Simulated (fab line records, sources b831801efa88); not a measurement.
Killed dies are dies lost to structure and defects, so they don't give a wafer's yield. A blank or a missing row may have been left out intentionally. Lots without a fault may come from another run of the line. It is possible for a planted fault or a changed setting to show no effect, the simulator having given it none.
fab line records	flow gf180mcu
[record] lots = 5	wafers = 15	last_day = 34
route steps=602 shown V1@344
lots that met no fault: taken from a fault-free run of the same line
start_h: hours from the record's first day to the start of the lot's first wafer shown	wait_h: hours elapsed since this lot's preceding step	" identical to the entry in the row above	L1.1+2: a single row standing in for several wafers	- no value, or no start was given	* or withheld: withheld	< > ~ a bound
route shown NAME@n: NAME is a module with steps in the file, n the number in the route of the first one	usual: average and standard deviation across the fault-free wafers	same: alike in all rows	chamber/n: place in a boat	sites: each site's reading	_std_site: the standard deviation of these	_edge_site: outer sites' mean less inner sites'	radius_mm: how far each site lies from the wafer's centre	mask NAME#n: copy n	behind: the most recent tool/chamber to have shaped the wafer	hold: why the lot went on hold/how many hours it stayed there/how the hold came to an end	device: whichever transistor did not switch (one of n, p or np)	end of line: at the end of the route, the tests of the same wafers	where a step has no rows: the recipe by itself	killed: not the wafer's yield, but the dies lost to structure and defects at the first sort	map: shows each die of a wafer: x if killed, . if not, _ if none is there
set.NAME: the setting that was run; set.NAME@STEP: the one run at that earlier step	model.NAME: the simulator's own value behind a step, which no gauge read
certain route steps with their lots: each step a table, each wafer a row
services: the hour from which a tool's chamber was out of use, counted from the record's first day as start_h (under 0 if before that day), plus the number of hours and why
[[steps]]
[step GF_V1_COAT_09]
[recipe] resist = KrF	spin_rpm = withheld	resist_thk_nm = 1000
lot.wafer	tool	chamber	start_h	wait_h
L074.1+4+5	litho_track-02	0	-	-
L079.2+4+6	litho_track-02	0	-	-
L089.3+4+6	litho_track-02	0	-	-
L092.2+4+6	litho_track-02	0	-	-
L097.2+5+6	litho_track-02	0	-	-
[step GF_V1_SOFTBAKE_10]
[recipe] temp_c = 130	time_s = 60	resist = KrF
lot.wafer	tool	chamber	start_h	wait_h
L074.1+4+5	litho_track-02	0	-	-
L079.2+4+6	litho_track-02	0	-	-
L089.3+4+6	litho_track-02	0	-	-
L092.2+4+6	litho_track-02	0	-	-
L097.2+5+6	litho_track-02	0	-	-
[step GF_V1_EXPOSE_11]
[recipe] mask_id = Via1	target_cd_nm = 260	na = 0.68	source_shape = conventional	sigma_outer = 0.6	dose_mj = 38
[usual] stage_vel_mm_s = 499.94/0.25
lot.wafer	tool	chamber	start_h	wait_h	mask	stage_vel_mm_s
L074.1	krf_scanner-02	0	-	-	Via1#0	499.95
L074.4	"	0	"	"	Via1#0	500.24
L074.5	"	0	"	"	Via1#0	500.06
L079.2	krf_scanner-02	0	-	-	Via1#0	499.66
L079.4	"	0	"	"	Via1#0	499.78
L079.6	"	0	"	"	Via1#0	500.06
L089.3	krf_scanner-02	0	-	-	Via1#0	499.97
L089.4	"	0	"	"	Via1#0	500.17
L089.6	"	0	"	"	Via1#0	499.94
L092.2	krf_scanner-01	0	-	-	Via1#0	499.33
L092.4	"	0	"	"	Via1#0	499.66
L092.6	"	0	"	"	Via1#0	500.09
L097.2	krf_scanner-02	0	-	-	Via1#0	500.15
L097.5	"	0	"	"	Via1#0	500.17
L097.6	"	0	"	"	Via1#0	500.07
[step GF_V1_PEB_12]
[recipe] peb_temp_c = 135	peb_time_s = 90	resist = KrF
lot.wafer	tool	chamber	start_h	wait_h
L074.1+4+5	litho_track-01	0	-	-
L079.2+4+6	litho_track-01	0	-	-
L089.3+4+6	litho_track-01	0	-	-
L092.2+4+6	litho_track-03	0	-	-
L097.2+5+6	litho_track-03	0	-	-
[step GF_V1_DEVELOP_13]
[recipe] develop_time_s = 60	resist = KrF	dev_temp_c = 21
lot.wafer	tool	chamber	start_h	wait_h
L074.1+4+5	litho_track-01	0	408.90	0.2
L079.2+4+6	litho_track-01	0	464.82	0.2
L089.3+4+6	litho_track-01	0	545.20	0.1
L092.2+4+6	litho_track-03	0	574.79	0.2
L097.2+5+6	litho_track-03	0	605.94	0.2
[step GF_V1_CD_MEAS_14]
[recipe] target_cd_nm = 260
[usual] cd_nm = 259.9/1.3
lot.wafer	tool	chamber	start_h	wait_h	cd_nm
L074.1	cd_sem-01	-	409.05	0.1	258.9
L074.4	"	-	"	"	260.2
L074.5	"	-	"	"	259.5
L079.2	cd_sem-01	-	464.97	0.1	260.4
L079.4	"	-	"	"	260.6
L079.6	"	-	"	"	260.5
L089.3	cd_sem-01	-	545.34	0.1	259.2
L089.4	"	-	"	"	258.1
L089.6	"	-	"	"	259.0
L092.2	cd_sem-02	-	574.93	0.1	261.5
L092.4	"	-	"	"	260.9
L092.6	"	-	"	"	260.7
L097.2	cd_sem-01	-	606.08	0.1	259.4
L097.5	"	-	"	"	259.6
L097.6	"	-	"	"	258.6
[step GF_V1_OVL_MEAS_15]
[usual] V1_OVL = -1/5.8
lot.wafer	tool	chamber	start_h	wait_h	V1_OVL[nm]
L074.1	overlay-01	-	409.17	0.1	-4
L074.4	"	-	"	"	-3
L074.5	"	-	"	"	-5
L079.2	overlay-01	-	465.07	0.1	-2
L079.4	"	-	"	"	-5
L079.6	"	-	"	"	2
L089.3	overlay-02	-	545.43	0.1	5
L089.4	"	-	"	"	4
L089.6	"	-	"	"	5
L092.2	overlay-01	-	575.04	0.1	12
L092.4	"	-	"	"	8
L092.6	"	-	"	"	5
L097.2	overlay-01	-	606.19	0.1	-7
L097.5	"	-	"	"	-10
L097.6	"	-	"	"	-5
[step GF_V1_ETCH_16]
[recipe] chemistry = N2/H2	target_depth_a = withheld	overetch_a = withheld	time_s = withheld	target = BARC	ion_energy_ev = 200	source_w = 500	bias_w = 100	pressure_mtorr = 30	n2_flow_sccm = 100	h2_flow_sccm = 200
[usual] chamber_pressure_mTorr = 30.00/0.031	drypump_motor_current_A = 5.8/0.57	oes_product_au = 0.855/0.0052	throttle_valve_pct = 13.226/0.0088
lot.wafer	tool	chamber	start_h	wait_h	chamber_pressure_mTorr	drypump_motor_current_A	oes_product_au	throttle_valve_pct
L074.1	rie_diel-03	0	409.21	0.0	29.98	5.2	0.854	13.236
L074.4	"	3	"	"	30.01	5.3	0.854	13.232
L074.5	"	2	"	"	30.04	5.4	0.852	13.219
L079.2	rie_diel-04	2	465.10	0.0	29.99	5.8	0.853	13.232
L079.4	"	0	"	"	30.02	6.6	0.850	13.204
L079.6	"	0	"	"	30.00	6.6	0.855	13.215
L089.3	rie_diel-04	1	545.45	0.0	29.96	6.5	0.858	13.243
L089.4	"	0	"	"	30.02	6.7	0.854	13.208
L089.6	"	1	"	"	29.97	6.6	0.848	13.204
L092.2	rie_diel-01	0	575.07	0.0	30.00	5.8	0.858	13.221
L092.4	"	1	"	"	29.95	6.1	0.860	13.225
L092.6	"	0	"	"	29.97	5.8	0.859	13.217
L097.2	rie_diel-01	1	606.22	0.0	29.98	6.1	0.855	13.226
L097.5	"	2	"	"	29.99	5.8	0.861	13.232
L097.6	"	1	"	"	30.00	6.1	0.852	13.211
[step GF_V1_ETCH_17]
[recipe] chemistry = C4F8/O2/Ar	mask_material = KrF	target = SiO2	stop_on = TiN	source_w = 1500	bias_w = 1200	pressure_mtorr = 40	c4f8_flow_sccm = withheld	O2_flow_sccm = 6	Ar_flow_sccm = 300	time_s = withheld	target_depth_a = 6300
[usual] chamber_pressure_mTorr = 40.01/0.034	oes_product_au = 0.856/0.0044
lot.wafer	tool	chamber	start_h	wait_h	chamber_pressure_mTorr	oes_product_au
L074.1	rie_diel-03	0	-	-	40.04	0.850
L074.4	"	3	"	"	40.05	0.852
L074.5	"	2	"	"	40.13	0.862
L079.2	rie_diel-04	2	-	-	40.02	0.857
L079.4	"	0	"	"	40.02	0.847
L079.6	"	0	"	"	39.96	0.851
L089.3	rie_diel-04	1	-	-	40.02	0.856
L089.4	"	0	"	"	39.96	0.853
L089.6	"	1	"	"	40.07	0.857
L092.2	rie_diel-01	0	-	-	40.01	0.851
L092.4	"	1	"	"	40.02	0.862
L092.6	"	0	"	"	39.99	0.859
L097.2	rie_diel-01	1	-	-	39.99	0.853
L097.5	"	2	"	"	40.05	0.858
L097.6	"	1	"	"	39.99	0.852
[step GF_V1_STRIP_18]
[recipe] chemistry = O2/N2	power_w = 1400	pressure_mtorr = 1500	platen_temp_c = 250	o2_flow_sccm = 3000	n2_flow_sccm = 300	overash_fraction = 0.5
[usual] chamber_pressure_mTorr = 1500.1/1.3	drypump_motor_current_A = 5.32/0.26	heater_power_w = 358/46	oes_product_au = 0.592/0.0055
[same] overash_fraction = 0.5
lot.wafer	tool	chamber	start_h	wait_h	chamber_pressure_mTorr	drypump_motor_current_A	heater_power_w	oes_product_au	rf_hours_counter_h
L074.1	plasma_asher-02	1	409.33	-	1501.2	5.28	308	0.597	70
L074.4	"	0	"	"	1501.2	5.11	455	0.599	-
L074.5	"	0	"	"	1499.9	5.11	427	0.590	-
L079.2	plasma_asher-02	0	465.23	-	1499.3	5.09	430	0.592	76
L079.4	"	1	"	"	1500.5	5.30	317	0.582	-
L079.6	"	0	"	"	1500.7	5.10	419	0.593	-
L089.3	plasma_asher-02	0	545.62	-	1501.8	5.09	430	0.596	-
L089.4	"	1	"	"	1499.0	5.25	313	0.584	-
L089.6	"	0	"	"	1498.8	5.09	441	0.594	-
L092.2	plasma_asher-04	0	575.20	-	1500.9	5.66	366	0.587	50
L092.4	"	0	"	"	1500.9	5.66	370	0.589	-
L092.6	"	1	"	"	1499.8	5.52	334	0.594	-
L097.2	plasma_asher-01	1	606.41	-	1501.1	4.86	332	0.587	14
L097.5	"	0	"	"	1500.3	5.61	340	0.596	-
L097.6	"	1	"	"	1499.3	4.88	322	0.591	-
[step GF_V1_STRIP_19]
[recipe] chemistry = post_etch_residue_remover	time_s = 1200	temp_c = 72.5
lot.wafer	tool	chamber	start_h	wait_h
L074.1+4+5	wet_bench-02	3	409.43	0.1
L079.2+4+6	wet_bench-04	2	465.33	0.1
L089.3+4+6	wet_bench-04	2	545.68	0.0
L092.2+4+6	wet_bench-03	3	575.30	0.1
L097.2+5+6	wet_bench-03	3	606.51	0.1
[step GF_V1_CLEAN_20]
[recipe] chemistry = DIW	dry = n2_spin
lot.wafer	tool	chamber	start_h	wait_h
L074.1+4+5	wet_bench-04	1	409.78	0.0
L079.2+4+6	wet_bench-02	0	466.08	0.0
L089.3+4+6	wet_bench-02	1	546.50	0.0
L092.2+4+6	wet_bench-04	1	575.64	0.0
L097.2+5+6	wet_bench-04	1	606.85	0.0
[step GF_V1_SPUTTER_21]
[recipe] material = Ti	target_thk_nm = 15	chamber_pressure_pa = 5	power_w = 2500	substrate_temp_c = 200	time_s = 80.02
[usual] throttle_valve_pct = 30.0/0.85
lot.wafer	tool	chamber	start_h	wait_h	throttle_valve_pct
L074.1	pvd_sputter-03	-	409.87	0.0	30.2
L074.4	"	-	"	"	30.7
L074.5	"	-	"	"	31.0
L079.2	pvd_sputter-01	-	466.17	0.0	30.5
L079.4	"	-	"	"	30.1
L079.6	"	-	"	"	30.6
L089.3	pvd_sputter-04	-	546.60	0.0	29.7
L089.4	"	-	"	"	31.0
L089.6	"	-	"	"	29.2
L092.2	pvd_sputter-04	-	575.74	0.0	28.3
L092.4	"	-	"	"	31.3
L092.6	"	-	"	"	31.1
L097.2	pvd_sputter-03	-	606.95	0.0	30.3
L097.5	"	-	"	"	29.4
L097.6	"	-	"	"	28.7
[step GF_V1_SPUTTER_22]
[recipe] material = TiN	target_thk_nm = 10	chamber_pressure_pa = 5	power_w = 4000	time_s = 40
[usual] throttle_valve_pct = 30.0/0.85
lot.wafer	tool	chamber	start_h	wait_h	throttle_valve_pct
L074.1	pvd_sputter-03	-	409.93	0.0	30.3
L074.4	"	-	"	"	30.9
L074.5	"	-	"	"	30.9
L079.2	pvd_sputter-01	-	466.23	0.0	30.5
L079.4	"	-	"	"	29.7
L079.6	"	-	"	"	30.5
L089.3	pvd_sputter-04	-	546.66	0.0	29.9
L089.4	"	-	"	"	31.0
L089.6	"	-	"	"	29.0
L092.2	pvd_sputter-04	-	575.80	0.0	28.6
L092.4	"	-	"	"	31.1
L092.6	"	-	"	"	31.1
L097.2	pvd_sputter-03	-	607.01	0.0	30.4
L097.5	"	-	"	"	29.2
L097.6	"	-	"	"	28.6
[step GF_V1_CVD_23]
[recipe] material = W	target_thk_nm = 350	time_s = 105.05	temp_c = 400	pressure_torr = 40
[usual] heater_power_w = 811/61	susceptor_temp_C = 399.95/0.23
lot.wafer	tool	chamber	start_h	wait_h	heater_power_w	susceptor_temp_C
L074.1	cvd_w-01	0	409.97	0.0	726	400.01
L074.4	"	0	"	"	734	400.03
L074.5	"	0	"	"	735	400.07
L079.2	cvd_w-01	0	466.27	0.0	755	400.11
L079.4	"	1	"	"	776	400.32
L079.6	"	1	"	"	775	400.27
L089.3	cvd_w-02	0	546.73	0.1	849	400.53
L089.4	"	1	"	"	900	399.67
L089.6	"	1	"	"	907	399.58
L092.2	cvd_w-02	0	575.84	0.0	819	399.57
L092.4	"	1	"	"	898	400.00
L092.6	"	0	"	"	857	399.71
L097.2	cvd_w-01	1	607.05	0.0	773	399.76
L097.5	"	1	"	"	802	399.68
L097.6	"	0	"	"	750	400.10
[[services]]
tool	chamber	start_h	hours	kind
cvd_w-01	-	390.00	14.0	pm
rie_diel-01	2	394.66	9.1	repair
krf_scanner-02	-	398.00	0.8	pm
krf_scanner-02	-	409.10	1.0	pm
rie_diel-03	0	415.14	46.3	repair
rie_diel-01	-	419.04	4.0	pm
cvd_w-02	0	429.25	1.2	repair
rie_diel-01	3	431.93	2.7	repair
plasma_asher-02	-	433.95	2.8	pm
pvd_sputter-03	-	456.52	110.0	repair
rie_diel-03	-	456.57	0.5	repair
rie_diel-01	3	461.31	31.4	repair
cvd_w-02	1	467.33	4.5	repair
rie_diel-01	0	479.58	7.1	repair
rie_diel-01	-	490.63	2.8	pm
krf_scanner-02	-	514.76	1.3	pm
pvd_sputter-04	-	543.65	1.7	repair
krf_scanner-02	-	545.61	0.8	pm
plasma_asher-02	-	554.59	3.3	repair
cvd_w-01	-	564.69	1.2	repair
cvd_w-01	-	572.16	14.6	pm
krf_scanner-02	-	578.10	1.0	pm
plasma_asher-02	-	604.64	28.1	pm
rie_diel-01	3	605.63	1.7	repair
[[key]]
fault none
